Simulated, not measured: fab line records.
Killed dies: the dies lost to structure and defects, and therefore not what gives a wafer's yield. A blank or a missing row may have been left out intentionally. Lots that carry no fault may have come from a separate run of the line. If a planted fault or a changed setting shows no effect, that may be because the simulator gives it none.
Matching of chambers :: flow sky130 :: 4 sister chambers for SKY_METAL3_ETCH_17 on rie_diel-02
The step etches SiO2 in C4F8/O2/Ar, stops on TiN, time 3.9 s, target depth 15 nm. 16 wafers are shown with their chamber, then 8 later ones without.

== WAFERS PAIRED WITH THEIR CHAMBERS ==
wafer: L079.1
chamber: 2
oes_product_au (a.u.): 0.743

wafer: L079.4
chamber: 0
oes_product_au (a.u.): 0.745

wafer: L079.5
chamber: 2
oes_product_au (a.u.): 0.740

wafer: L080.1
chamber: 1
oes_product_au (a.u.): 0.740

wafer: L080.2
chamber: 2
oes_product_au (a.u.): 0.749

wafer: L080.3
chamber: 3
oes_product_au (a.u.): 0.744

wafer: L080.4
chamber: 0
oes_product_au (a.u.): 0.760

wafer: L080.5
chamber: 0
oes_product_au (a.u.): 0.743

wafer: L080.6
chamber: 3
oes_product_au (a.u.): 0.750

wafer: L084.1
chamber: 2
oes_product_au (a.u.): 0.756

wafer: L084.2
chamber: 0
oes_product_au (a.u.): 0.756

wafer: L084.6
chamber: 1
oes_product_au (a.u.): 0.761

wafer: L087.1
chamber: 0
oes_product_au (a.u.): 0.766

wafer: L087.2
chamber: 2
oes_product_au (a.u.): 0.757

wafer: L087.3
chamber: 3
oes_product_au (a.u.): 0.759

wafer: L093.1
chamber: 1
oes_product_au (a.u.): 0.752

SIGNATURES (means of the wafers above)
reading: oes_product_au
chamber 0: 0.75400
chamber 1: 0.75100
chamber 2: 0.74900
chamber 3: 0.75100
scatter within a chamber: 0.00891
Rule: for each reading, subtract the chamber's mean from the wafer's reading, divide by that reading's scatter and square the result; add these up over the readings and take the root, which gives the wafer's distance from the chamber. The wafer belongs to the nearest chamber; if the next one is less than 2 further off, it can't be placed. The scatter: take each reading less its chamber's mean, square it, sum over the shown wafers, divide by the number of wafers less the number of chambers, and take the root.

== WAFERS WITHOUT THEIR CHAMBER ==
wafer: L093.2
oes_product_au (a.u.): 0.750

wafer: L093.3
oes_product_au (a.u.): 0.748

wafer: L093.4
oes_product_au (a.u.): 0.756

wafer: L093.5
oes_product_au (a.u.): 0.763

wafer: L093.6
oes_product_au (a.u.): 0.760

wafer: L095.1
oes_product_au (a.u.): 0.761

wafer: L095.5
oes_product_au (a.u.): 0.766

wafer: L095.6
oes_product_au (a.u.): 0.775

== WHICH CHAMBER EACH WENT THROUGH ==
wafer: L093.2
from the rows above: can't be placed: 1 or 2 or 3 or 0
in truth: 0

wafer: L093.3
from the rows above: can't be placed: 2 or 1 or 3 or 0
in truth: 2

wafer: L093.4
from the rows above: can't be placed: 0 or 1 or 3 or 2
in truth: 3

wafer: L093.5
from the rows above: can't be placed: 0 or 1 or 3 or 2
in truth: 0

wafer: L093.6
from the rows above: can't be placed: 0 or 1 or 3 or 2
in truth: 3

wafer: L095.1
from the rows above: can't be placed: 0 or 1 or 3 or 2
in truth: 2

wafer: L095.5
from the rows above: can't be placed: 0 or 1 or 3 or 2
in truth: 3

wafer: L095.6
from the rows above: can't be placed: 0 or 1 or 3 or 2
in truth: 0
Placed correctly: 0 of 8. Can't be placed from these rows: 8 (the true chamber is among the candidates in 8). Number placed wrongly: 0.
